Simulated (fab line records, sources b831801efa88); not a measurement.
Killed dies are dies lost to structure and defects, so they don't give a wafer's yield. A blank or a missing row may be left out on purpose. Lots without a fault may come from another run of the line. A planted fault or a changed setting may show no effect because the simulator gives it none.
fab line records | flow sky130
record lots=6 wafers=18 last_day=50
route steps=708 shown LDD_N@252 LDD_P@255 LDD_HVN@267 PAD_OPEN@708
lots that met no fault: from a run of the same line without faults
start_h: hours from the record's first day to the start of the lot's first wafer shown | wait_h: hours since the lot's step before | " the same as in the row above | L1.1+2: a row that stands for several wafers | - no value, or no start given | * or withheld: withheld | < > ~ a bound
route shown NAME@n: a module of which the file shows steps, and the number in the route of the first | usual: mean/standard deviation of fault-free wafers | same: alike in all rows | chamber/n: place in a boat | sites: the reading at each site | _std_site: their standard deviation | _edge_site: outer sites' mean less inner sites' | radius_mm: how far each site lies from the wafer's centre | mask NAME#n: copy n | behind: the tool/chamber that last shaped the wafer | hold: why the lot was held/for how many hours/how that ended | device: the transistor (n, p or np) that didn't switch | end of line: the same wafers' tests at the end of the route | a step without rows: its recipe alone | killed: dies lost to structure and defects at the first sort, not the wafer's yield | map: a wafer's dies, x killed, . not, _ none there
set.NAME: the setting as run; set.NAME@STEP: as run at that earlier step | model.NAME: the simulator's own value behind a step, which no gauge read
lots at some steps of the route; a table a step, a row a wafer
services: from which hour (start_h, from the record's first day; less than 0 if before it) a tool's chamber was out of use, for how many hours, and why
## steps
# step SKY_LDD_N_IMPLANT_15
# recipe species=BF2 energy_kev=50 dose_cm2=5e+12 tilt_deg=30 rotation_deg=270
# step SKY_LDD_N_STRIP_16
# recipe chemistry=O2/N2 power_w=1400 pressure_mtorr=1500 platen_temp_c=withheld o2_flow_sccm=3000 n2_flow_sccm=300 overash_fraction=0.5
# usual drypump_motor_current_A=5.63/0.29 oes_product_au=0.407/0.0045 strip_time_to_endpoint_s=4.314/0.015
# columns lot.wafer tool chamber start_h wait_h drypump_motor_current_A oes_product_au rf_hours_counter_h strip_time_to_endpoint_s
L435.1 plasma_asher-02 0 406.23 0.1 5.97 0.410 71 4.307
L435.2 " 1 " " 5.02 0.408 71 4.329
L435.6 " 1 " " 5.01 0.413 - 4.301
L437.2 plasma_asher-03 1 419.55 0.1 5.49 0.400 29 4.295
L437.3 " 1 " " 5.48 0.404 - 4.312
L437.4 " 0 " " 5.39 0.410 - 4.312
L448.2 plasma_asher-04 1 541.28 0.1 5.81 0.407 81 4.324
L448.3 " 0 " " 5.84 0.415 - 4.327
L448.6 " 1 " " 5.82 0.407 - 4.325
L449.1 plasma_asher-03 1 564.15 0.1 5.47 0.408 44 4.315
L449.3 " 0 " " 5.40 0.406 - 4.331
L449.4 " 1 " " 5.47 0.407 - 4.332
L455.1 plasma_asher-02 1 604.75 0.1 5.04 0.408 18 4.333
L455.2 " 0 " " 6.00 0.407 18 4.328
L455.6 " 1 " " 5.03 0.407 - 4.315
L457.4 plasma_asher-04 1 617.38 0.1 5.80 0.411 - 4.320
L457.5 " 0 " " 5.85 0.395 - 4.322
L457.6 " 1 " " 5.80 0.410 - 4.294
# step SKY_LDD_N_TW_MEAS_17
# usual LDD_N_TW=2578/14
# columns lot.wafer tool chamber start_h wait_h LDD_N_TW
L435.1 film_metro-04 - 406.33 0.1 2595
L435.2 " - " " 2594
L435.6 " - " " 2588
L437.2 film_metro-01 - 419.66 0.1 2574
L437.3 " - " " 2588
L437.4 " - " " 2583
L448.2 film_metro-01 - 541.39 0.1 2578
L448.3 " - " " 2571
L448.6 " - " " 2575
L449.1 film_metro-01 - 564.25 0.1 2579
L449.3 " - " " 2574
L449.4 " - " " 2563
L455.1 film_metro-01 - 604.85 0.1 2581
L455.2 " - " " 2592
L455.6 " - " " 2583
L457.4 film_metro-01 - 617.47 0.1 2573
L457.5 " - " " 2579
L457.6 " - " " 2581
# step SKY_LDD_P_DEHYDRATE_00
# recipe temp_c=200 time_s=60
# step SKY_LDD_P_HMDS_01
# recipe prime_time_s=60 prime_temp_c=120
# step SKY_LDD_P_COAT_02
# recipe resist=NOVOLAK spin_rpm=3000 resist_thk_nm=1140
# step SKY_LDD_P_SOFTBAKE_03
# recipe temp_c=90 time_s=60 resist=NOVOLAK
# step SKY_LDD_P_EXPOSE_04
# recipe mask_id=PSDM na=0.6 source_shape=conventional sigma_outer=0.6 polarization=unpolarized target_cd_nm=380 dose_mj=138
# step SKY_LDD_P_PEB_05
# recipe temp_c=withheld time_s=* resist=NOVOLAK
# step SKY_LDD_P_DEVELOP_06
# recipe resist=NOVOLAK developer=TMAH develop_time_s=60 dev_temp_c=23
# step SKY_LDD_P_CD_MEAS_07
# recipe target_cd_nm=380
# usual cd_nm=380.5/2.2
# columns lot.wafer tool chamber start_h wait_h cd_nm
L435.1 cd_sem-02 - 436.46 0.1 379.4
L435.2 " - " " 380.3
L435.6 " - " " 380.2
L437.2 cd_sem-02 - 449.91 0.3 380.9
L437.3 " - " " 380.5
L437.4 " - " " 382.6
L448.2 cd_sem-02 - 571.44 0.1 381.5
L448.3 " - " " 383.4
L448.6 " - " " 380.1
L449.1 cd_sem-02 - 594.18 0.1 380.4
L449.3 " - " " 380.8
L449.4 " - " " 378.8
L455.1 cd_sem-01 - 633.81 0.1 377.3
L455.2 " - " " 376.9
L455.6 " - " " 377.5
L457.4 cd_sem-01 - 646.17 0.1 380.8
L457.5 " - " " 380.0
L457.6 " - " " 382.4
# step SKY_LDD_P_OVL_MEAS_08
# usual LDD_P_OVL=0.1/1.5
# columns lot.wafer tool chamber start_h wait_h LDD_P_OVL[nm]
L435.1 overlay-02 - 436.58 0.1 3.5
L435.2 " - " " 2.2
L435.6 " - " " 3.3
L437.2 overlay-02 - 450.01 0.1 -1.7
L437.3 " - " " -0.4
L437.4 " - " " -2.0
L448.2 overlay-01 - 571.55 0.1 0.1
L448.3 " - " " -0.1
L448.6 " - " " 2.0
L449.1 overlay-01 - 594.30 0.1 0.8
L449.3 " - " " 0.2
L449.4 " - " " 0.6
L455.1 overlay-01 - 633.93 0.1 1.4
L455.2 " - " " 0.6
L455.6 " - " " -0.2
L457.4 overlay-02 - 646.25 0.1 0.3
L457.5 " - " " 0.5
L457.6 " - " " 1.1
# step SKY_LDD_P_IMPLANT_09
# recipe species=BF2 energy_kev=25 dose_cm2=1.019e+13 tilt_deg=withheld
# usual faraday_current_uA=57.4/1.2
# columns lot.wafer tool chamber start_h wait_h faraday_current_uA
L435.1 implanter-02 0 436.61 0.0 54.6
L435.2 " 0 " " 56.6
L435.6 " 0 " " 58.2
L437.2 implanter-02 0 450.07 0.0 57.9
L437.3 " 0 " " 57.9
L437.4 " 0 " " 58.6
L448.2 implanter-02 0 571.60 0.0 56.2
L448.3 " 0 " " 55.7
L448.6 " 0 " " 57.4
L449.1 implanter-02 0 594.34 0.0 56.9
L449.3 " 0 " " 57.0
L449.4 " 0 " " 57.5
L455.1 implanter-03 0 633.96 0.0 56.7
L455.2 " 0 " " 56.7
L455.6 " 0 " " 58.0
L457.4 implanter-02 0 646.34 0.1 57.0
L457.5 " 0 " " 55.6
L457.6 " 0 " " 58.4
# step SKY_LDD_P_STRIP_10
# recipe chemistry=O2/N2 power_w=1400 pressure_mtorr=1500 platen_temp_c=withheld o2_flow_sccm=3000 n2_flow_sccm=300 overash_fraction=0.5
# usual drypump_motor_current_A=5.70/0.19 oes_product_au=0.715/0.0048 strip_time_to_endpoint_s=14.18/0.04
# columns lot.wafer tool chamber start_h wait_h drypump_motor_current_A oes_product_au rf_hours_counter_h strip_time_to_endpoint_s
L435.1 plasma_asher-01 0 436.76 0.1 5.48 0.713 64 14.22
L435.2 " 1 " " 5.90 0.715 64 14.21
L435.6 " 1 " " 5.92 0.709 - 14.21
L437.2 plasma_asher-01 1 450.19 0.1 5.89 0.713 66 14.22
L437.3 " 1 " " 5.88 0.711 - 14.17
L437.4 " 0 " " 5.51 0.714 - 14.17
L448.2 plasma_asher-03 1 571.73 0.1 5.49 0.716 45 14.19
L448.3 " 1 " " 5.48 0.712 - 14.18
L448.6 " 1 " " 5.47 0.718 - 14.21
L449.1 plasma_asher-04 1 594.49 0.1 5.83 0.708 86 14.18
L449.3 " 1 " " 5.83 0.726 - 14.20
L449.4 " 0 " " 5.85 0.719 - 14.23
L455.1 plasma_asher-03 1 634.11 0.1 5.50 0.721 51 14.21
L455.2 " 0 " " 5.39 0.724 51 14.13
L455.6 " 1 " " 5.51 0.706 - 14.14
L457.4 plasma_asher-03 0 646.45 0.1 5.37 0.717 - 14.21
L457.5 " 0 " " 5.40 0.713 - 14.24
L457.6 " 1 " " 5.52 0.723 - 14.18
# step SKY_LDD_P_TW_MEAS_11
# usual LDD_P_TW=638/3.5
# columns lot.wafer tool chamber start_h wait_h LDD_P_TW
L435.1 film_metro-01 - 436.86 0.1 635
L435.2 " - " " 635
L435.6 " - " " 640
L437.2 film_metro-03 - 450.30 0.1 639
L437.3 " - " " 643
L437.4 " - " " 641
L448.2 film_metro-02 - 571.84 0.1 616
L448.3 " - " " 612
L448.6 " - " " 618
L449.1 film_metro-03 - 594.59 0.1 605
L449.3 " - " " 605
L449.4 " - " " 608
L455.1 film_metro-03 - 634.21 0.1 635
L455.2 " - " " 633
L455.6 " - " " 637
L457.4 film_metro-02 - 646.54 0.1 641
L457.5 " - " " 638
L457.6 " - " " 640
# step SKY_LDD_HVN_DEHYDRATE_00
# recipe temp_c=200 time_s=60
# step SKY_PAD_OPEN_PROBE_99
# usual killed_at_M0_to_M3=44/7.2 killed_at_M4_up=3.0/1.8 killed_at_contacts=24/5.4 killed_at_front_end=14/4.4 killed_at_other=0.4/0.64 killed_dies=86/9.4 killed_open=47/7.7 killed_short=39/5.8
# same gross_dies=492 killed_at_back_side=0
# columns lot.wafer tool chamber start_h wait_h killed_at_M0_to_M3 killed_at_M4_up killed_at_contacts killed_at_front_end killed_at_other killed_dies killed_open killed_short model.etest.tip_p.rs_ohm_sq model.etest.tip_p.rs_ohm_sq_range model.etest.tip_p.rs_ohm_sq_rim_less_centre model.etest.pfet_01v8.drive_ua_um_range model.etest.pfet_01v8.vt_v_range
L435.1 prober-01 - 1069.88 0.1 35 1 37 12 1 86 50 36 6669 158.4 70.72 5.664 0.01054
L435.2 prober-01 - 1069.93 0.1 42 2 23 15 2 84 42 42 6696 179.9 49.17 6.945 0.006832
L435.6 prober-01 - 1070.13 0.2 39 3 25 23 1 91 49 42 6644 229.1 46.77 4.654 0.01536
L437.2 prober-01 - 1087.61 0.1 38 5 26 16 0 85 45 40 6682 169.1 140.5 7.617 0.01747
L437.3 prober-01 - 1087.66 0.2 27 5 25 14 0 71 36 35 6625 96.59 65.67 8.944 0.00869
L437.4 prober-01 - 1087.71 0.2 42 2 26 7 0 77 38 39 6658 171.9 -17.79 8.778 0.01386
L448.2 prober-02 - 1162.20 0.1 49 1 29 25 1 105 63 42 7917 1166 -389 7.796 0.01825
L448.3 prober-02 - 1162.25 0.2 54 4 18 18 1 95 44 51 7924 1044 -412.1 10.46 0.01958
L448.6 prober-02 - 1162.40 0.2 36 2 17 17 0 72 37 35 7998 1222 -366 10.33 0.02341
L449.1 prober-01 - 1172.17 0.1 43 2 28 21 1 95 55 40 7910 1017 -402.3 6.573 0.01274
L449.3 prober-01 - 1172.27 0.2 41 3 21 19 0 84 43 41 7838 1085 -285 6.459 0.01958
L449.4 prober-01 - 1172.32 0.2 46 1 17 13 0 77 44 33 7834 1036 -505.3 8.435 0.01915
L455.1 prober-02 - 1201.33 0.1 44 1 31 12 0 88 53 35 6835 175.5 -99.83 8.595 0.008934
L455.2 prober-02 - 1201.38 0.1 30 4 29 11 0 74 40 34 6861 206.2 -58.62 8.14 0.02147
L455.6 prober-02 - 1201.58 0.2 39 4 16 15 0 74 37 37 6883 131.9 -91.76 8.825 0.0208
L457.4 prober-01 - 1210.94 0.2 54 2 29 8 0 93 54 39 6645 60.71 15.26 6.186 0.009095
L457.5 prober-01 - 1210.99 0.2 38 0 26 18 0 82 46 36 6659 114.6 21.52 10.94 0.01693
L457.6 prober-01 - 1211.04 0.2 47 3 28 14 1 93 44 49 6616 241.7 -100.1 4.92 0.01083
# killed by level:class
L435.1 LI_CONTACT:geometric_particle:open=12 CONTACT:geometric_particle:open=11 VIA1:geometric_particle:open=9 LI_CONTACT:geometric_particle:short=5 VIA2:geometric_particle:open=5 VIA3:geometric_particle:short=5 FIELD_ISO:geometric_particle:short=4 CONTACT:geometric_particle:short=4
L435.2 LI_CONTACT:geometric_particle:open=10 VIA1:geometric_particle:open=8 METAL2:geometric_particle:short=8 VIA3:geometric_particle:open=8 CONTACT:geometric_particle:open=5 VIA1:geometric_particle:short=4 LOCAL_INTERCONNECT:geometric_particle:short=4 CONTACT:geometric_particle:short=4
L435.6 CONTACT:geometric_particle:open=10 VIA3:geometric_particle:open=9 VIA1:geometric_particle:open=7 METAL2:geometric_particle:short=7 FIELD_ISO:geometric_particle:open=6 LI_CONTACT:geometric_particle:open=6 CONTACT:geometric_particle:short=6 METAL1:geometric_particle:short=5
L437.2 CONTACT:geometric_particle:open=8 VIA1:geometric_particle:open=8 LOCAL_INTERCONNECT:geometric_particle:short=7 VIA2:geometric_particle:open=7 POLY_GATE:geometric_particle:open=6 METAL3:geometric_particle:short=6 VIA3:geometric_particle:open=6 METAL4:geometric_particle:short=5
L437.3 LI_CONTACT:geometric_particle:open=7 VIA1:geometric_particle:open=6 FIELD_ISO:geometric_particle:open=5 LI_CONTACT:geometric_particle:short=5 LOCAL_INTERCONNECT:geometric_particle:short=5 CONTACT:geometric_particle:open=5 METAL2:geometric_particle:short=5 METAL1:geometric_particle:open=3
L437.4 VIA1:geometric_particle:open=12 VIA1:geometric_particle:short=5 LI_CONTACT:geometric_particle:open=5 LOCAL_INTERCONNECT:geometric_particle:short=5 CONTACT:geometric_particle:open=5 METAL2:geometric_particle:short=5 LI_CONTACT:geometric_particle:short=4 LOCAL_INTERCONNECT:geometric_particle:open=4
L448.2 CONTACT:geometric_particle:open=15 VIA1:geometric_particle:open=10 METAL1:geometric_particle:short=9 FIELD_ISO:geometric_particle:open=8 POLY_GATE:geometric_particle:open=8 CONTACT:geometric_particle:short=6 VIA2:geometric_particle:open=6 METAL2:geometric_particle:short=5
L448.3 METAL1:geometric_particle:short=11 VIA2:geometric_particle:open=9 POLY_GATE:geometric_particle:short=8 CONTACT:geometric_particle:open=8 METAL2:geometric_particle:short=8 VIA1:geometric_particle:open=7 VIA3:geometric_particle:open=7 FIELD_ISO:geometric_particle:short=4
L448.6 CONTACT:geometric_particle:open=8 VIA1:geometric_particle:open=8 FIELD_ISO:geometric_particle:short=7 VIA2:geometric_particle:open=6 CONTACT:geometric_particle:short=5 METAL1:geometric_particle:short=5 LI_CONTACT:geometric_particle:open=4 VIA2:geometric_particle:short=4
L449.1 VIA1:geometric_particle:open=14 LI_CONTACT:geometric_particle:open=9 CONTACT:geometric_particle:open=8 VIA2:geometric_particle:open=8 VIA3:geometric_particle:open=7 POLY_GATE:geometric_particle:short=6 CONTACT:geometric_particle:short=6 METAL2:geometric_particle:short=6
L449.3 VIA1:geometric_particle:open=11 FIELD_ISO:geometric_particle:short=7 CONTACT:geometric_particle:open=7 CONTACT:geometric_particle:short=6 VIA2:geometric_particle:open=6 FIELD_ISO:geometric_particle:open=5 METAL2:geometric_particle:short=5 LI_CONTACT:geometric_particle:open=4
L449.4 VIA1:geometric_particle:open=13 CONTACT:geometric_particle:open=8 METAL1:geometric_particle:short=5 METAL2:geometric_particle:short=5 VIA2:geometric_particle:open=5 VIA1:geometric_particle:short=4 VIA2:geometric_particle:short=4 VIA3:geometric_particle:open=4
L455.1 VIA1:geometric_particle:open=13 CONTACT:geometric_particle:open=12 VIA3:geometric_particle:open=9 LI_CONTACT:geometric_particle:open=8 LOCAL_INTERCONNECT:geometric_particle:short=6 METAL1:geometric_particle:short=5 POLY_GATE:geometric_particle:open=4 CONTACT:geometric_particle:short=4
L455.2 CONTACT:geometric_particle:open=10 LI_CONTACT:geometric_particle:open=8 METAL2:geometric_particle:short=6 VIA2:geometric_particle:open=6 CONTACT:geometric_particle:short=5 LOCAL_INTERCONNECT:geometric_particle:short=4 FIELD_ISO:geometric_particle:open=3 POLY_GATE:geometric_particle:short=3
L455.6 VIA1:geometric_particle:open=10 CONTACT:geometric_particle:open=6 METAL2:geometric_particle:short=6 METAL1:geometric_particle:short=5 VIA2:geometric_particle:open=5 POLY_GATE:geometric_particle:short=4 LOCAL_INTERCONNECT:geometric_particle:short=4 FIELD_ISO:geometric_particle:open=3
L457.4 VIA1:geometric_particle:open=11 CONTACT:geometric_particle:open=10 VIA2:geometric_particle:open=9 LI_CONTACT:geometric_particle:open=7 CONTACT:geometric_particle:short=7 METAL2:geometric_particle:short=6 VIA1:geometric_particle:short=6 FIELD_ISO:geometric_particle:short=5
L457.5 CONTACT:geometric_particle:open=10 VIA1:geometric_particle:open=9 CONTACT:geometric_particle:short=7 METAL1:geometric_particle:short=7 VIA3:geometric_particle:open=7 FIELD_ISO:geometric_particle:open=5 LOCAL_INTERCONNECT:geometric_particle:short=5 VIA2:geometric_particle:open=5
L457.6 CONTACT:geometric_particle:open=12 VIA1:geometric_particle:open=8 METAL3:geometric_particle:short=7 METAL1:geometric_particle:short=6 LI_CONTACT:geometric_particle:open=5 METAL2:geometric_particle:short=5 VIA3:geometric_particle:open=5 VIA2:geometric_particle:open=5
## services
# columns tool chamber start_h hours kind
implanter-02 - 406.21 10.9 pm
implanter-03 - 407.28 0.8 repair
plasma_asher-01 - 413.21 2.6 repair
plasma_asher-02 - 421.25 9.0 pm
plasma_asher-02 0 421.25 9.0 vent_cycle
plasma_asher-02 1 421.25 9.0 vent_cycle
plasma_asher-02 0 430.25 - clean
plasma_asher-02 1 430.25 - clean
implanter-03 - 433.33 6.9 repair
plasma_asher-01 - 460.53 2.8 pm
implanter-03 - 469.23 0.6 repair
implanter-03 - 525.74 0.8 repair
plasma_asher-03 - 527.98 1.9 repair
plasma_asher-02 - 532.47 2.0 repair
implanter-02 - 561.16 2.3 repair
implanter-03 - 587.21 2.6 repair
implanter-02 - 593.20 0.7 repair
implanter-02 - 603.17 1.2 repair
implanter-02 - 633.39 2.6 pm
plasma_asher-01 - 634.97 14.6 pm
implanter-03 - 640.39 2.4 repair
## key
first_sign step=SKY_LDD_P_TW_MEAS_11 reading=LDD_P_TW direction=down sigmas=7.6 usual=638 struck=611
effect none on later readings
model_effect step=SKY_PAD_OPEN_PROBE_99 value=etest.tip_p.rs_ohm_sq without=6758 struck=7904
met_at SKY_LDD_P_IMPLANT_09
struck_wafers L448.2,L448.3,L448.6,L449.1,L449.3,L449.4
tester_left_out L448,L449
onset_between 450.07 571.60
fault kind=process_parameter_drift tool=implanter-02 chamber=- onset_h=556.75 steps=SKY_LDD_P_IMPLANT_09 channel=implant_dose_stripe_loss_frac offset=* shape=step end_h=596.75
# tester_left_out: of these lots the tester's yield and bins aren't shown, on N5 and GAA mostly nor the transistor test; their killed dies are dies lost to structure and defects alone, not to doping, threshold or leakage, so they don't give the yield
